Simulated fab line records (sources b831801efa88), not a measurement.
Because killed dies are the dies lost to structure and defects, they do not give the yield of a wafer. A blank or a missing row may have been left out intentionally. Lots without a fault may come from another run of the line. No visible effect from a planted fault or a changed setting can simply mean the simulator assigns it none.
fab line records -- flow sfq-line
record: lots: 6, wafers: 18, last-day: 82
route steps=325 shown I3@140 M4@148
lots with no fault: from the same line, run without faults
start-h: hours from the record's first day to the start of the lot's first wafer shown -- wait-h: time in hours since the lot's previous step -- " repeats the value in the row above -- L1.1+2: several wafers, shown together as one row -- - no value, or no start was given -- * or withheld: withheld -- < > ~ a bound
route shown NAME@n: NAME is a module with steps in the file, n the number in the route of the first one -- usual: the fault-free wafers' mean and standard deviation -- same: alike in all rows -- chamber/n: place in a boat -- sites: each site's reading -- _std_site: the values' standard deviation -- _edge_site: outer sites' mean less inner sites' -- radius-mm: how far each site lies from the wafer's centre -- mask NAME#n: copy n -- behind: the tool/chamber that last shaped the wafer -- hold: why the lot went on hold/how many hours it stayed there/how the hold came to an end -- device: transistor that didn't switch, given as n, p or np -- end of line: the tests these same wafers got at the end of their route -- where a step has no rows: the recipe by itself -- killed: dies that structure and defects cost at the first sort, which is not the same as the wafer's yield -- map: shows each die of a wafer: x if killed, . if not, _ if none is there
set.NAME: the setting the step ran with; set.NAME@STEP: the setting that earlier step ran with -- model.NAME: the simulator's own value behind a step, which no gauge read
lots seen at some steps along the route; tables by step, rows by wafer
services: the hour from which a tool's chamber was out of use, counted from the record's first day as start-h (under 0 if before that day), plus the number of hours and why
== steps ==
step: SFQ_TRILAYER_I3_VIA_LITHO_EXPOSE_086
recipe: mask-id: I3, na: 0.6, source-shape: conventional, sigma-outer: 0.65, target-cd-nm: 500, dose-mj: 21.3
step: SFQ_TRILAYER_I3_VIA_LITHO_PEB_088
recipe: peb-temp-c: 115, peb-time-s: 60, resist: KrF
step: SFQ_TRILAYER_I3_VIA_LITHO_DEVELOP_087
recipe: time-s: 60, resist: KrF
step: SFQ_I3_OVL_MEAS_923
usual: I3_OVL: 0/5.7
lot.wafer,tool,chamber,start-h,wait-h,I3_OVL[nm]
L387.1,overlay-01,-,798.25,0.1,-2
L387.3,overlay-01,-,798.25,0.1,2
L387.4,overlay-01,-,798.25,0.1,4
L388.1,overlay-02,-,817.57,0.1,-3
L388.3,overlay-02,-,817.57,0.1,-3
L388.4,overlay-02,-,817.57,0.1,-4
L400.2,overlay-02,-,981.52,0.1,4
L400.3,overlay-02,-,981.52,0.1,-9
L400.4,overlay-02,-,981.52,0.1,-3
L403.1,overlay-01,-,1004.11,0.1,6
L403.3,overlay-01,-,1004.11,0.1,8
L403.4,overlay-01,-,1004.11,0.1,-1
L404.1,overlay-01,-,1014.91,0.1,-5
L404.4,overlay-01,-,1014.91,0.1,-1
L404.6,overlay-01,-,1014.91,0.1,-1
L408.1,overlay-02,-,1041.44,0.1,-6
L408.2,overlay-02,-,1041.44,0.1,5
L408.6,overlay-02,-,1041.44,0.1,6
step: SFQ_TRILAYER_I3_VIA_BARC_OPEN_VIA_ETCH_121
recipe: mask-material: PR, chemistry: O2, target-depth-nm: 125, target: BARC, source-w: 500, bias-w: 80, pressure-mtorr: 30, time-s: 41.7
usual: drypump-motor-current-A: 5.6/0.43, oes-product-au: 0.685/0.0048
lot.wafer,tool,chamber,start-h,wait-h,drypump-motor-current-A,oes-product-au,rf-hours-counter-h
L387.1,rie-diel-01,0,798.28,0.0,5.9,0.685,15
L387.3,rie-diel-01,3,798.28,0.0,5.2,0.684,4
L387.4,rie-diel-01,2,798.28,0.0,5.7,0.683,38
L388.1,rie-diel-01,1,817.61,0.0,5.8,0.681,13
L388.3,rie-diel-01,0,817.61,0.0,5.8,0.685,16
L388.4,rie-diel-01,2,817.61,0.0,5.7,0.679,38
L400.2,rie-diel-02,2,981.55,0.0,5.6,0.687,15
L400.3,rie-diel-02,1,981.55,0.0,5.1,0.677,8
L400.4,rie-diel-02,2,981.55,0.0,5.6,0.690,-
L403.1,rie-diel-04,1,1004.15,0.0,4.8,0.687,14
L403.3,rie-diel-04,3,1004.15,0.0,5.5,0.687,16
L403.4,rie-diel-04,2,1004.15,0.0,5.5,0.689,13
L404.1,rie-diel-02,1,1014.95,0.0,5.1,0.680,9
L404.4,rie-diel-02,3,1014.95,0.0,5.3,0.690,20
L404.6,rie-diel-02,0,1014.95,0.0,6.4,0.680,-
L408.1,rie-diel-01,1,1041.47,0.0,5.8,0.692,16
L408.2,rie-diel-01,2,1041.47,0.0,5.6,0.685,3
L408.6,rie-diel-01,3,1041.47,0.0,5.1,0.686,-
step: SFQ_TRILAYER_I3_VIA_ETCH_VIA_ETCH_088
recipe: target: SiO2, stop-on: Nb, mask-material: PR, taper-deg: 20, chemistry: CHF3, target-depth-nm: 260, source-w: 500, bias-w: 80, pressure-mtorr: 30, time-s: withheld
usual: drypump-motor-current-A: 5.6/0.43, oes-product-au: 0.855/0.0054
lot.wafer,tool,chamber,start-h,wait-h,drypump-motor-current-A,oes-product-au
L387.1,rie-diel-01,0,798.32,0.0,5.9,0.859
L387.3,rie-diel-01,3,798.32,0.0,5.1,0.846
L387.4,rie-diel-01,2,798.32,0.0,5.6,0.857
L388.1,rie-diel-01,1,817.65,0.0,5.8,0.857
L388.3,rie-diel-01,0,817.65,0.0,5.9,0.856
L388.4,rie-diel-01,2,817.65,0.0,5.7,0.850
L400.2,rie-diel-02,2,981.59,0.0,5.6,0.865
L400.3,rie-diel-02,1,981.59,0.0,5.1,0.853
L400.4,rie-diel-02,2,981.59,0.0,5.6,0.860
L403.1,rie-diel-04,1,1004.19,0.0,4.8,0.853
L403.3,rie-diel-04,3,1004.19,0.0,5.6,0.844
L403.4,rie-diel-04,2,1004.19,0.0,5.6,0.852
L404.1,rie-diel-02,1,1014.99,0.0,5.1,0.855
L404.4,rie-diel-02,3,1014.99,0.0,5.3,0.855
L404.6,rie-diel-02,0,1014.99,0.0,6.4,0.851
L408.1,rie-diel-01,1,1041.51,0.0,5.8,0.860
L408.2,rie-diel-01,2,1041.51,0.0,5.7,0.859
L408.6,rie-diel-01,3,1041.51,0.0,5.1,0.860
step: SFQ_TRILAYER_I3_VIA_STRIP_STRIP_089
recipe: gas: O2, power-w: 200, platen-temp-c: 40, overash-fraction: 0.65, chemistry: O2, pressure-mtorr: 50
usual: drypump-motor-current-A: 5.8/0.47, he-backside-leak-sccm: 3.5/0.36, oes-product-au: 0.998/0.0086
same: overash-fraction: 0.65
lot.wafer,tool,chamber,start-h,wait-h,drypump-motor-current-A,he-backside-leak-sccm,oes-product-au,rf-hours-counter-h
L387.1,rie-metal-04,0,798.44,-,6.2,3.3,0.998,71
L387.3,rie-metal-04,0,798.44,-,6.2,3.5,1.004,-
L387.4,rie-metal-04,1,798.44,-,5.3,3.5,1.006,-
L388.1,rie-metal-04,1,817.76,-,5.3,6.3,0.999,78
L388.3,rie-metal-04,0,817.76,-,6.2,3.2,1.000,-
L388.4,rie-metal-04,1,817.76,-,5.3,3.3,1.006,-
L400.2,rie-metal-04,0,981.70,-,6.2,5.5,0.991,95
L400.3,rie-metal-04,1,981.70,-,5.3,3.4,1.005,-
L400.4,rie-metal-04,0,981.70,-,6.2,3.4,0.997,-
L403.1,rie-metal-04,1,1004.30,-,5.3,3.4,1.011,104
L403.3,rie-metal-04,1,1004.30,-,5.3,3.4,1.001,-
L403.4,rie-metal-04,1,1004.30,-,5.3,3.2,1.002,-
L404.1,rie-metal-04,1,1015.10,-,5.3,3.5,1.014,106
L404.4,rie-metal-04,1,1015.10,-,5.3,3.2,0.994,-
L404.6,rie-metal-04,1,1015.10,-,5.3,3.5,1.008,-
L408.1,rie-metal-04,0,1041.63,-,6.2,3.5,0.993,101
L408.2,rie-metal-04,1,1041.63,-,5.3,3.4,1.000,111
L408.6,rie-metal-04,0,1041.63,-,6.2,3.6,0.987,-
step: SFQ_TRILAYER_I3_VIA_STRIP_SOLV_CLEAN_090
recipe: chemistry: NMP, temp-c: 70, time-s: 600
step: SFQ_TRILAYER_M4_DEP_PRE_CLEAN_092
recipe: gas: Ar, time-s: 22.5, bias-v: 250
step: SFQ_TRILAYER_M4_DEP_SPUTTER_091
recipe: material: Nb, base-pressure-pa: 1.33e-06, chamber-pressure-pa: 0.1333, substrate-temp-c: 20, resputter-cathode-voltage-v: 400, target-thk-nm: 200, power-w: 2000, time-s: 133.3
usual: cathode-dc-power-W: 2000.0/0.37, throttle-valve-pct: 30.0/1.1
lot.wafer,tool,chamber,start-h,wait-h,cathode-dc-power-W,throttle-valve-pct
L387.1,pvd-sputter-03,-,799.24,0.0,1999.8,30.3
L387.3,pvd-sputter-03,-,799.24,0.0,2000.0,29.1
L387.4,pvd-sputter-03,-,799.24,0.0,2000.2,31.8
L388.1,pvd-sputter-06,-,818.57,0.0,1999.5,29.4
L388.3,pvd-sputter-06,-,818.57,0.0,2000.2,29.4
L388.4,pvd-sputter-06,-,818.57,0.0,1999.8,29.3
L400.2,pvd-sputter-05,-,982.51,0.0,1999.9,31.3
L400.3,pvd-sputter-05,-,982.51,0.0,2000.2,29.9
L400.4,pvd-sputter-05,-,982.51,0.0,2000.2,28.3
L403.1,pvd-sputter-06,-,1005.71,0.0,1999.9,28.9
L403.3,pvd-sputter-06,-,1005.71,0.0,1999.7,29.1
L403.4,pvd-sputter-06,-,1005.71,0.0,1999.7,30.1
L404.1,pvd-sputter-05,-,1015.91,0.0,2000.2,29.9
L404.4,pvd-sputter-05,-,1015.91,0.0,1999.9,31.0
L404.6,pvd-sputter-05,-,1015.91,0.0,2000.5,31.4
L408.1,pvd-sputter-06,-,1042.43,0.0,2000.6,29.4
L408.2,pvd-sputter-06,-,1042.43,0.0,1999.9,29.1
L408.6,pvd-sputter-06,-,1042.43,0.0,2000.7,29.9
step: SFQ_M4_RS_MEAS_924
recipe: thk-meas-gauge: four-point-probe, reads: Nb_of_TRILAYER_M4_DEP_SPUTTER_091
usual: M4_NB_RS: 0.892/0.0074
lot.wafer,tool,chamber,start-h,wait-h,M4_NB_RS[ohm/sq]
L387.1,film-metro-01,-,799.33,0.0,0.890
L387.3,film-metro-01,-,799.33,0.0,0.895
L387.4,film-metro-01,-,799.33,0.0,0.883
L388.1,film-metro-02,-,818.67,0.0,0.886
L388.3,film-metro-02,-,818.67,0.0,0.896
L388.4,film-metro-02,-,818.67,0.0,0.885
L400.2,film-metro-02,-,982.62,0.1,0.889
L400.3,film-metro-02,-,982.62,0.1,0.891
L400.4,film-metro-02,-,982.62,0.1,0.892
L403.1,film-metro-02,-,1005.80,0.0,0.893
L403.3,film-metro-02,-,1005.80,0.0,0.887
L403.4,film-metro-02,-,1005.80,0.0,0.895
L404.1,film-metro-01,-,1016.00,0.0,0.895
L404.4,film-metro-01,-,1016.00,0.0,0.897
L404.6,film-metro-01,-,1016.00,0.0,0.895
L408.1,film-metro-03,-,1042.52,0.0,0.887
L408.2,film-metro-03,-,1042.52,0.0,0.889
L408.6,film-metro-03,-,1042.52,0.0,0.897
step: SFQ_TRILAYER_M4_LITHO_COAT_098
recipe: resist: BARC, spin-rpm: 3000, resist-thk-nm: 62
usual: spin-speed-rpm: 3000.1/2
lot.wafer,tool,chamber,start-h,wait-h,spin-speed-rpm,model.BARC_of_TRILAYER_M4_LITHO_COAT_098.thk-nm
L387.1,litho-track-04,0,799.51,0.1,2997.4,62.43
L387.3,litho-track-04,0,799.51,0.1,3001.4,62.07
L387.4,litho-track-04,0,799.51,0.1,3000.5,62.39
L388.1,litho-track-01,0,818.85,0.1,3000.0,62.19
L388.3,litho-track-01,0,818.85,0.1,3001.4,62.11
L388.4,litho-track-01,0,818.85,0.1,3001.3,62.19
L400.2,litho-track-01,0,982.83,0.1,2946.1,62.62
L400.3,litho-track-01,0,982.83,0.1,2946.1,62.55
L400.4,litho-track-01,0,982.83,0.1,2946.9,62.46
L403.1,litho-track-01,0,1005.98,0.1,2947.2,62.71
L403.3,litho-track-01,0,1005.98,0.1,2945.0,62.78
L403.4,litho-track-01,0,1005.98,0.1,2948.4,62.65
L404.1,litho-track-04,0,1016.18,0.1,2998.5,62.06
L404.4,litho-track-04,0,1016.18,0.1,2998.6,62.02
L404.6,litho-track-04,0,1016.18,0.1,3003.3,62.36
L408.1,litho-track-04,0,1042.70,0.1,3002.4,61.78
L408.2,litho-track-04,0,1042.70,0.1,3000.8,62.1
L408.6,litho-track-04,0,1042.70,0.1,3000.7,61.89
step: SFQ_TRILAYER_M4_LITHO_COAT_093
recipe: resist: KrF, spin-rpm: 3000, resist-thk-nm: 600
step: SFQ_TRILAYER_M4_LITHO_SOFTBAKE_097
recipe: temp-c: withheld, time-s: withheld, resist: KrF
step: SFQ_TRILAYER_M4_LITHO_EXPOSE_094
recipe: mask-id: M4, na: 0.6, source-shape: conventional, sigma-outer: 0.65, target-cd-nm: 500, dose-mj: 14.4
step: SFQ_TRILAYER_M4_LITHO_PEB_096
recipe: peb-temp-c: 115, peb-time-s: 60, resist: KrF
step: SFQ_TRILAYER_M4_LITHO_DEVELOP_095
recipe: time-s: 60, resist: KrF
step: SFQ_M4_OVL_MEAS_926
usual: M4_OVL: 3/4.7
lot.wafer,tool,chamber,start-h,wait-h,M4_OVL[nm]
L387.1,overlay-02,-,936.33,0.1,11
L387.3,overlay-02,-,936.33,0.1,9
L387.4,overlay-02,-,936.33,0.1,11
L388.1,overlay-01,-,958.53,0.1,1
L388.3,overlay-01,-,958.53,0.1,7
L388.4,overlay-01,-,958.53,0.1,3
L400.2,overlay-02,-,1119.29,0.1,3
L400.3,overlay-02,-,1119.29,0.1,10
L400.4,overlay-02,-,1119.29,0.1,6
L403.1,overlay-02,-,1149.11,0.1,3
L403.3,overlay-02,-,1149.11,0.1,4
L403.4,overlay-02,-,1149.11,0.1,-1
L404.1,overlay-02,-,1158.83,0.1,5
L404.4,overlay-02,-,1158.83,0.1,10
L404.6,overlay-02,-,1158.83,0.1,6
L408.1,overlay-02,-,1190.28,0.1,4
L408.2,overlay-02,-,1190.28,0.1,0
L408.6,overlay-02,-,1190.28,0.1,7
step: SFQ_TRILAYER_M4_BARC_OPEN_METAL_ETCH_123
recipe: mask-material: PR, chemistry: O2, target-depth-nm: 125, target: BARC, icp-w: 600, bias-w: 80, pressure-mtorr: 10, time-s: 41.7
usual: drypump-motor-current-A: 5.6/0.42, he-backside-leak-sccm: 3.48/0.24, oes-product-au: 0.685/0.0051
lot.wafer,tool,chamber,start-h,wait-h,drypump-motor-current-A,he-backside-leak-sccm,oes-product-au,rf-hours-counter-h,model.etch.depth-nm
L387.1,rie-metal-04,0,936.37,0.0,6.2,4.25,0.685,89,62.43
L387.3,rie-metal-04,0,936.37,0.0,6.2,3.41,0.698,-,62.07
L387.4,rie-metal-04,1,936.37,0.0,5.3,3.64,0.684,-,62.39
L388.1,rie-metal-04,1,958.57,0.0,5.3,3.31,0.695,96,62.19
L388.3,rie-metal-04,1,958.57,0.0,5.3,3.38,0.694,-,62.11
L388.4,rie-metal-04,0,958.57,0.0,6.2,3.23,0.680,-,62.19
L400.2,rie-metal-04,1,1119.32,0.0,5.3,3.55,0.684,121,62.62
L400.3,rie-metal-04,0,1119.32,0.0,6.2,3.53,0.688,-,62.55
L400.4,rie-metal-04,1,1119.32,0.0,5.3,3.78,0.683,-,62.46
L403.1,rie-metal-04,0,1149.14,0.0,6.2,3.53,0.692,115,62.71
L403.3,rie-metal-04,0,1149.14,0.0,6.2,3.54,0.685,-,62.78
L403.4,rie-metal-04,1,1149.14,0.0,5.3,3.54,0.689,-,62.65
L404.1,rie-metal-04,0,1158.87,0.0,6.2,3.35,0.684,116,62.06
L404.4,rie-metal-04,0,1158.87,0.0,6.2,3.40,0.678,-,62.02
L404.6,rie-metal-04,0,1158.87,0.0,6.2,3.51,0.692,-,62.36
L408.1,rie-metal-01,1,1190.32,0.0,5.7,3.50,0.680,16,61.78
L408.2,rie-metal-01,0,1190.32,0.0,5.3,3.16,0.690,43,62.1
L408.6,rie-metal-01,1,1190.32,0.0,5.6,3.18,0.686,-,61.89
step: SFQ_TRILAYER_M4_ETCH_METAL_ETCH_096
recipe: target: Nb, stop-on: SiO2, mask-material: PR, chemistry: Cl2/Ar, target-depth-nm: 240, icp-w: 600, bias-w: 80, pressure-mtorr: 10, time-s: 120
usual: drypump-motor-current-A: 5.6/0.42, he-backside-leak-sccm: 3.5/0.35, oes-product-au: 0.893/0.0065
lot.wafer,tool,chamber,start-h,wait-h,drypump-motor-current-A,he-backside-leak-sccm,oes-product-au,rf-hours-counter-h
L387.1,rie-metal-04,0,936.43,0.0,6.2,3.4,0.889,89
L387.3,rie-metal-04,0,936.43,0.0,6.2,3.2,0.890,-
L387.4,rie-metal-04,1,936.43,0.0,5.3,3.6,0.896,-
L388.1,rie-metal-04,1,958.63,0.0,5.3,3.5,0.890,96
L388.3,rie-metal-04,1,958.63,0.0,5.3,3.5,0.890,-
L388.4,rie-metal-04,0,958.63,0.0,6.2,3.3,0.906,-
L400.2,rie-metal-04,1,1119.38,0.0,5.3,3.5,0.908,121
L400.3,rie-metal-04,0,1119.38,0.0,6.2,3.6,0.884,-
L400.4,rie-metal-04,1,1119.38,0.0,5.3,3.4,0.898,-
L403.1,rie-metal-04,0,1149.20,0.0,6.2,3.5,0.896,115
L403.3,rie-metal-04,0,1149.20,0.0,6.2,3.1,0.894,-
L403.4,rie-metal-04,1,1149.20,0.0,5.3,3.7,0.902,-
L404.1,rie-metal-04,0,1158.93,0.0,6.2,3.1,0.883,116
L404.4,rie-metal-04,0,1158.93,0.0,6.2,3.3,0.899,-
L404.6,rie-metal-04,0,1158.93,0.0,6.2,3.2,0.881,-
L408.1,rie-metal-01,1,1190.38,0.0,5.7,3.7,0.896,16
L408.2,rie-metal-01,0,1190.38,0.0,5.3,3.5,0.893,43
L408.6,rie-metal-01,1,1190.38,0.0,5.7,6.9,0.892,-
== services ==
tool,chamber,start-h,hours,kind
rie-metal-01,-,782.19,1.7,repair
rie-diel-04,-,818.96,0.2,repair
rie-diel-01,-,827.51,14.6,pm
rie-diel-04,0,837.82,5.7,repair
rie-diel-02,0,860.31,4.4,repair
rie-diel-04,-,866.32,2.8,pm
rie-diel-01,3,923.86,16.6,repair
rie-diel-04,-,930.64,0.7,repair
pvd-sputter-06,-,931.23,8.2,repair
rie-metal-04,-,954.34,0.5,repair
rie-metal-04,-,969.99,4.4,repair
rie-diel-02,3,977.38,5.6,repair
rie-metal-04,0,985.08,21.4,repair
rie-diel-02,2,988.02,7.2,repair
rie-diel-02,-,1058.33,0.7,repair
pvd-sputter-06,-,1059.35,2.2,repair
pvd-sputter-06,-,1072.06,0.7,repair
rie-diel-01,2,1084.83,2.4,repair
rie-diel-01,-,1106.14,2.8,pm
pvd-sputter-06,-,1113.80,50.0,repair
rie-diel-02,3,1137.98,2.3,repair
rie-diel-02,3,1152.37,1.6,repair
rie-diel-01,1,1175.30,4.2,repair
rie-diel-01,1,1185.89,7.9,repair
== key ==
first-sign: step: SFQ_TRILAYER_M4_LITHO_COAT_098, reading: spin-speed-rpm, direction: down, sigmas: 27, usual: 3000.1, struck: 2946.6
effect none on later readings
model-effect: step: SFQ_TRILAYER_M4_LITHO_COAT_098, value: BARC_of_TRILAYER_M4_LITHO_COAT_098.thk-nm, without: 62.07, struck: 62.63
model-effect: step: SFQ_TRILAYER_M4_BARC_OPEN_METAL_ETCH_123, value: etch.depth-nm, without: 62.07, struck: 62.63
met-at SFQ_TRILAYER_M4_LITHO_COAT_098
struck-wafers L400.2,L400.3,L400.4,L403.1,L403.3,L403.4
onset-between 818.85 982.83
fault: kind: process-parameter-drift, tool: litho-track-01, chamber: -, onset-h: 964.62, steps: SFQ_TRILAYER_M4_LITHO_COAT_098, channel: spin-rpm, offset: -53.373, shape: step, end-h: 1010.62, acts-in: these-recipes-only, stated: 3000
